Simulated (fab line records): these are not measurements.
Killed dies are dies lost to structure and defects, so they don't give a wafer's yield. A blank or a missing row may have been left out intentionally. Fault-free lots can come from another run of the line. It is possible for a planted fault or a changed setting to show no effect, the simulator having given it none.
Struck lot and sound lot, side by side -- flow gf180mcu -- 15 steps out of a route of 602
Sound: these wafers, L483.2, L483.3, L483.5. Struck: wafers L486.1, L486.2, L486.3. The cause is named last.
At each step with rows: each side's tool, then ch and its chambers, then its first start. Under that, the readings that differ: sound wafers -- struck wafers -- difference of the means -- sigmas: that difference in standard deviations of wafers without a fault.
alike: words and numbers the same on both sides, and readings whose means are apart by under 2 such deviations; not compared: readings that were withheld, readings missing a value for some wafer, numbers with overlapping values and no deviation given by the record, and bounds like >300 which may hide the same value.
The two part at a step that has a row with sigmas, a row that says differs or no value, or rows on one side only. When numbers do not overlap yet have no deviation, they are printed without sigmas and do not part them. A reading missing from all wafers of one side parts the sides only when that side holds two or more wafers.

GF_STI_SOFTBAKE_08: time 61.66 s.
  sound on litho track-01 ch 0, day 2 09:28; struck on litho track-01 ch 0, day 2 20:29
  alike: plate sensor t centre C, plate sensor t edge C
then, 3 steps without rows for these wafers: GF_STI_EXPOSE_09 (exposes mask COMP, target cd 220 nm); GF_STI_PEB_10 (peb time 90 s); GF_STI_DEVELOP_11 (develop time 60 s).
GF_STI_CD_MEAS_12 targets a cd of 220 nm.
  struck on cd sem-02, day 3 02:41; sound on cd sem-02, day 2 16:05
reading,sound,struck,difference,sigmas
cd nm (nm),221.1 221.2 220.7,218.4 218.5 218.8,-2.4,-2
GF_STI_ETCH_13: etches the open film in CHF3/O2, stops on Si, target depth 282.31 nm, time 112.9 s.
  sound on rie diel-02 ch 0,1,2, day 2 16:11; struck on rie diel-03 ch 0,1,3, day 3 02:49
  alike: drypump motor current A, oes product au, run length s, throttle valve pct
  not compared: rf hours counter h
GF_STI_ETCH_14: etches Si in HBr/Cl2/O2, target depth 360 nm, time 102.9 s.
  sound on rie si-01 ch 0,1,3, day 2 16:16; struck on rie si-02 ch 0,1,3, day 3 02:53
  alike: drypump motor current A, oes product au, run length s, throttle valve pct
  not compared: rf hours counter h
GF_STI_STRIP_15: strips in O2/N2.
  sound on plasma asher-01 ch 0,1, day 2 16:20; struck on plasma asher-03 ch 0,1, day 3 02:58
  alike: drypump motor current A, heater power w, oes product au, strip time to endpoint s
  not compared: rf hours counter h
then, 4 steps without rows for these wafers: GF_STI_CLEAN_16 (cleans in dHF, time 25 s); GF_STI_WET_ETCH_17 (etches Si3N4 in H3PO4, target depth 45 nm, time 514 s); GF_STI_CLEAN_18 (cleans in SC1/SC2, time 150 s); GF_STI_CLEAN_19 (cleans in dHF, time 20 s).
GF_STI_WET_ETCH_20: etches SiO2 in dHF, target depth 20 nm, time 400 s.
  sound on wet bench-03 ch 3, day 2 16:40; struck on wet bench-02 ch 2, day 3 03:18
reading,sound,struck,difference,sigmas
run length s (s),424 424 424,412 412 412,-12,-3
then, 2 steps without rows for these wafers: GF_STI_OXIDATION_21 (stabilise 600 s, purge 300 s, target thk 15 nm); GF_PASSIVATION_PROBE_99.

## WHERE THEY PART
First at GF_STI_CD_MEAS_12; last, within this record, at GF_STI_WET_ETCH_20.

WHY: whatever the simulator had introduced
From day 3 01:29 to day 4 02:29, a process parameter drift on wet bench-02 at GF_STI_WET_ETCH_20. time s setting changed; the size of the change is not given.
